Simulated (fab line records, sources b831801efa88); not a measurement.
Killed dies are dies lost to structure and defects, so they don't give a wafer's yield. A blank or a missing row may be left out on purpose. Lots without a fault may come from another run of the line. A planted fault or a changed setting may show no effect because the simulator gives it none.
Problem report in the 8D (eight disciplines) form, filled by code | flow sky130 | the parts of the form that need people (team, actions taken, sign-off) are left out

1. THE PROBLEM
SD_P_TW at SKY_SD_P_TW_MEAS_11 reads a mean of 2596 on 9 wafers of 3 lots; wafers without a fault read 2827 with a standard deviation of 16. That is -14 standard deviations from the usual mean.
First seen on wafer L833.1, day 28 04:05, on film_metro-04. The record holds 30 wafers of 10 lots with a number at this step. Rule for "out", or "out of limits": more than 4 standard deviations from the usual mean. The other wafers with a number count as sound.

2. WHAT IT IS AND WHAT IT IS NOT
question                    | is                                          | is not
which readings at this step | SD_P_TW                                     | -
which lots                  | L833, L834, L836                            | L826, L841, L843, L844, L845, L847, L849
which wafers of those lots  | all that have a number                      | -
read on which gauges        | film_metro-01, film_metro-03, film_metro-04 | -
when                        | from day 28 04:05                           | up to then (3 sound wafers); but 18 sound wafers of L841, L843, L844, L845, L847, L849 came after

3. SUSPECTS, AND WHAT RULES EACH OUT
Counting: a tool at a process step up to the reading stays a suspect if it ran every lot that is out and no sound lot after the first of them.
- the gauge at SKY_SD_P_TW_MEAS_11: ruled out. The wafers that are out were read on 3 gauges (film_metro-01, film_metro-03, film_metro-04).
- implanter-02 at SKY_SD_P_IMPLANT_09: ruled out as a lasting fault. Sound lots L844, L843, L847 ran on it after its first lot that is out, L833 (day 28 03:50).
Left after counting: nothing in the record.

4. THE CAUSE (what the simulator had put in)
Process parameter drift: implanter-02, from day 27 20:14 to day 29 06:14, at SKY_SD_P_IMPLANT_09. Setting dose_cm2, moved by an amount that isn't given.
Counting ruled it out, wrongly: the rule takes a fault to strike every lot that its tool runs from its start on, and this one did not.

5. THE CHAIN OF EFFECTS, in route order
Each row: a reading whose mean over the struck wafers that have a number lies more than 3 standard deviations from the usual. Only readings for which the record gives a usual standard deviation are gone through. hours: the time from each lot's start at the first step in this table that gives one to its start at this step, as a median over the lots. sigmas: the change in usual standard deviations.
hours | step                | reading                  | usual        | on struck wafers | change      | sigmas
0     | SKY_SD_P_IMPLANT_09 | beam_on_s                | 13.8 s       | 10.0             | -3.8        | -10
0     | SKY_SD_P_IMPLANT_09 | dose_ions_cm2            | 3.0008e+15   | 1.9982e+15       | -1.0026e+15 | -99 or more
0     | SKY_SD_P_STRIP_10   | oes_product_au           | 0.618 a.u.   | 0.635            | +0.017      | +3.7
0     | SKY_SD_P_STRIP_10   | strip_time_to_endpoint_s | 17.49 s      | 16.75            | -0.74       | -18
0     | SKY_SD_P_TW_MEAS_11 | SD_P_TW                  | 2827         | 2596             | -231        | -14
57    | SKY_SD_N_RS_MEAS_17 | SD_P_RS                  | 147.2 ohm/sq | 153.9            | +6.7        | +19
The process steps in it:
- SKY_SD_P_IMPLANT_09
- SKY_SD_P_STRIP_10: strips in O2/N2.
Later measuring or inspecting steps at which every struck wafer that the step has a row for has a number for every such reading, and none has moved that far: SKY_RES_XHIGH_TW_MEAS_09.

6. WHAT WOULD HAVE CAUGHT IT SOONER
In this record the first reading out of limits at a measuring or inspecting step was taken at day 28 04:05, 8 hours after the fault began at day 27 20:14.
The tool's own readings at SKY_SD_P_IMPLANT_09 were out on every struck wafer that the step has a row for (beam_on_s, dose_ions_cm2): an alarm limit on them would have fired on the first of those.
